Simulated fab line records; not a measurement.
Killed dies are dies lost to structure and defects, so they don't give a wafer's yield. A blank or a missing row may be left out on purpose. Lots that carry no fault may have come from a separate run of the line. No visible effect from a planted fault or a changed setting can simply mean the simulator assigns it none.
2 desks looking at one fault -- flow sfq_line -- every desk sees just its own numbers, and what lay behind them comes last

== FOR THE TOOL OWNER'S DESK: cmp-01 ==
The tool's own readings at SFQ_TRILAYER_I7_CMP_CMP_184 (polishes SiO2): means of the sampled wafers that have a number, for each lot that ran on this tool. Any lot whose mean is over 4 standard deviations away from the usual mean is out of limits and marked OUT; that distance is given in the brackets.
Columns: A = motor_current_A at SFQ_TRILAYER_I7_CMP_CMP_184, usual 10.3 A; B = time_to_endpoint_s at SFQ_TRILAYER_I7_CMP_CMP_184, usual 216 s
lot,first seen here,A,B
L187,day 63 09:41,10.9,214
L194,day 68 16:49,10.9,215
L195,day 68 18:49,10.5,219
L196,day 68 21:49,10.6,202
L199,day 69 07:19,11.2,216
L208,day 75 13:55,11.3,217
Result from this desk: across the 6 lots, nothing is out of limits.

== FROM THE METROLOGY DESK ==
Lot by lot, what the gauges showed, no matter which tool ran the lot: averages of those sampled wafers that carry a number. Any lot whose mean is over 4 standard deviations away from the usual mean is out of limits and marked OUT; that distance is given in the brackets.
Columns: A = M6_OVL at SFQ_M6_OVL_MEAS_940, usual 0 nm; B = I7_BOW at SFQ_I7_BOW_MEAS_946, usual 5 um
lot,first seen here,A,B
L185,day 57 18:43,-9,-20
L186,day 57 21:07,4,0
L187,day 57 22:19,5,-2
L188,day 58 00:42,0,8
L190,day 58 05:31,3,22
L193,day 58 18:42,-3,16
L194,day 59 03:17,13,-2
L195,day 59 04:37,-2,31
L196,day 59 05:49,0,20
L197,day 62 12:38,5,-5
L199,day 65 17:57,2,4
L204,day 73 01:48,-5,14
L205,day 73 04:12,5,11
L207,day 73 06:35,-1,-6
L208,day 73 07:48,2,-13
Result from this desk: across the 15 lots, nothing is out of limits.

== TAKEN TOGETHER ==
Nothing out of limits was seen by the tool owner's desk.
At the metrology desk, nothing out of limits was observed.

== WHAT THE SIMULATOR HAD INSERTED ==
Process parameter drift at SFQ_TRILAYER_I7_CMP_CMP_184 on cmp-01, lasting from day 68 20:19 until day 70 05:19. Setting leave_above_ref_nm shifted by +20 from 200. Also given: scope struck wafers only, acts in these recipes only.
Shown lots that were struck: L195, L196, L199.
